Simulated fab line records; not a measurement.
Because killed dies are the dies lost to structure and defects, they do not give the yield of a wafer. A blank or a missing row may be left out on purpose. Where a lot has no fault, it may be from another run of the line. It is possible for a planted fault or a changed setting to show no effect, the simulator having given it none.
What tool caused it? | flow sky130 | Sampling: 14 lots, 42 wafers, 3 of 708 route steps

WHAT THE GAUGES SHOWED, per wafer
SKY_LOCAL_INTERCONNECT_RS_MEAS_01: uses a four-point probe to measure.
lot  | measured     | on            | LOCAL_INTERCONNECT_TIN_RS (ohm/sq)
L465 | day 29 05:56 | film metro-04 | 13.89 13.93 13.80
L466 | day 29 18:56 | film metro-02 | 13.71 13.72 13.92
L468 | day 30 02:29 | film metro-02 | 14.33 14.20 14.06
L469 | day 30 12:49 | film metro-01 | 13.96 14.12 14.17
L470 | day 32 12:32 | film metro-01 | 14.08 14.11 14.13
L471 | day 32 13:11 | film metro-04 | 14.09 14.17 11.04
L475 | day 33 00:47 | film metro-01 | 14.26 14.15 14.08
L478 | day 33 11:24 | film metro-02 | 11.11 14.10 14.11
L482 | day 36 04:56 | film metro-02 | 14.03 13.84 14.03
L481 | day 36 08:02 | film metro-04 | 13.80 13.97 14.16
L484 | day 36 09:09 | film metro-04 | 13.88 14.21 14.06
L485 | day 36 10:49 | film metro-01 | 14.13 14.06 14.20
L483 | day 36 12:08 | film metro-04 | 14.22 13.81 14.05
L486 | day 36 13:02 | film metro-01 | 13.79 14.08 13.98

SKY_LOCAL_INTERCONNECT_THK_MEAS_02: measures by xrf.
lot  | measured     | on            | LOCAL_INTERCONNECT_TIN_THK (nm)
L465 | day 29 06:02 | film metro-04 | 101.6 101.1 102.5
L466 | day 29 19:03 | film metro-02 | 102.7 102.6 101.2
L468 | day 30 02:36 | film metro-02 | 98.7 99.6 100.8
L469 | day 30 12:56 | film metro-01 | 100.9 100.6 99.9
L470 | day 32 12:39 | film metro-01 | 100.6 100.1 99.7
L471 | day 32 13:17 | film metro-04 | 100.5 100.2 126.9
L475 | day 33 00:55 | film metro-01 | 98.8 100.0 100.2
L478 | day 33 11:31 | film metro-02 | 126.8 100.9 100.6
L482 | day 36 05:02 | film metro-02 | 101.4 102.4 100.8
L481 | day 36 08:09 | film metro-04 | 102.5 100.8 99.3
L484 | day 36 09:16 | film metro-04 | 101.9 99.6 100.1
L485 | day 36 10:55 | film metro-01 | 99.7 100.6 99.2
L483 | day 36 12:15 | film metro-04 | 99.6 102.4 101.3
L486 | day 36 13:09 | film metro-01 | 102.2 100.2 101.0

WHAT TOOL EACH LOT RAN ON (gives the tool, then ch and the chambers of the sampled wafers, and finally the start)
lot  | SKY_LOCAL_INTERCONNECT_SPUTTER_00
L465 | pvd sputter-02, day 29 05:51
L466 | pvd sputter-02, day 29 18:52
L468 | pvd sputter-04, day 30 02:25
L469 | pvd sputter-01, day 30 12:44
L470 | pvd sputter-01, day 32 12:28
L471 | pvd sputter-01, day 32 13:04
L475 | pvd sputter-04, day 33 00:43
L478 | pvd sputter-01, day 33 11:19
L482 | pvd sputter-04, day 36 04:50
L481 | pvd sputter-02, day 36 07:58
L484 | pvd sputter-04, day 36 09:05
L485 | pvd sputter-02, day 36 10:43
L483 | pvd sputter-04, day 36 12:04
L486 | pvd sputter-01, day 36 12:57
- SKY_LOCAL_INTERCONNECT_SPUTTER_00: material TiN, target thk 100 nm, time 83.3 s.

AS READ BY THE TOOLS THEMSELVES (means over the sampled wafers that have a number; for cases with no such wafer, the mark the record gives instead)
SKY_LOCAL_INTERCONNECT_SPUTTER_00.
lot  | tool           | throttle valve pct (%)
L465 | pvd sputter-02 | 31.0
L466 | pvd sputter-02 | 30.7
L468 | pvd sputter-04 | 29.1
L469 | pvd sputter-01 | 29.6
L470 | pvd sputter-01 | 29.7
L471 | pvd sputter-01 | 29.5
L475 | pvd sputter-04 | 29.3
L478 | pvd sputter-01 | 29.5
L482 | pvd sputter-04 | 29.7
L481 | pvd sputter-02 | 30.0
L484 | pvd sputter-04 | 29.5
L485 | pvd sputter-02 | 30.8
L483 | pvd sputter-04 | 29.3
L486 | pvd sputter-01 | 29.7

THE ANSWER, worked out from the rows above alone
Rule: the lots themselves supply what counts as usual. Put in order of their means at a reading, lots are off if they are a third of the lots or fewer, leave a main group of 4 or more, and stand apart from it by a gap of 3 or more times the standard deviation of the main group's means; of several such gaps the widest counts. A main group whose means are all the same, to the digits that the tables above print for the reading, isn't used. Also off: a lot with no number at a reading for which 4 or more lots have one. All remaining lots with rows at the step are treated as sound. First the gauges in route order, then the tools' own readings, where a lot's mean is used as printed above. The first step at which some lot is off is used, and at that step the reading that is off furthest; a lot without a number counts as furthest.
Off: L471, L478, seen at SKY_LOCAL_INTERCONNECT_RS_MEAS_01 (LOCAL_INTERCONNECT_TIN_RS). For the main group the mean is 14.03 ohm/sq and the standard deviation 0.12.
If a tool, at a process step before that reading, ran all the lots that are off and no sound lot after the first of them, it fits. The gauges at SKY_LOCAL_INTERCONNECT_RS_MEAS_01 are tried like those tools. None of those tried fits.

WHAT THE SIMULATOR PUT IN
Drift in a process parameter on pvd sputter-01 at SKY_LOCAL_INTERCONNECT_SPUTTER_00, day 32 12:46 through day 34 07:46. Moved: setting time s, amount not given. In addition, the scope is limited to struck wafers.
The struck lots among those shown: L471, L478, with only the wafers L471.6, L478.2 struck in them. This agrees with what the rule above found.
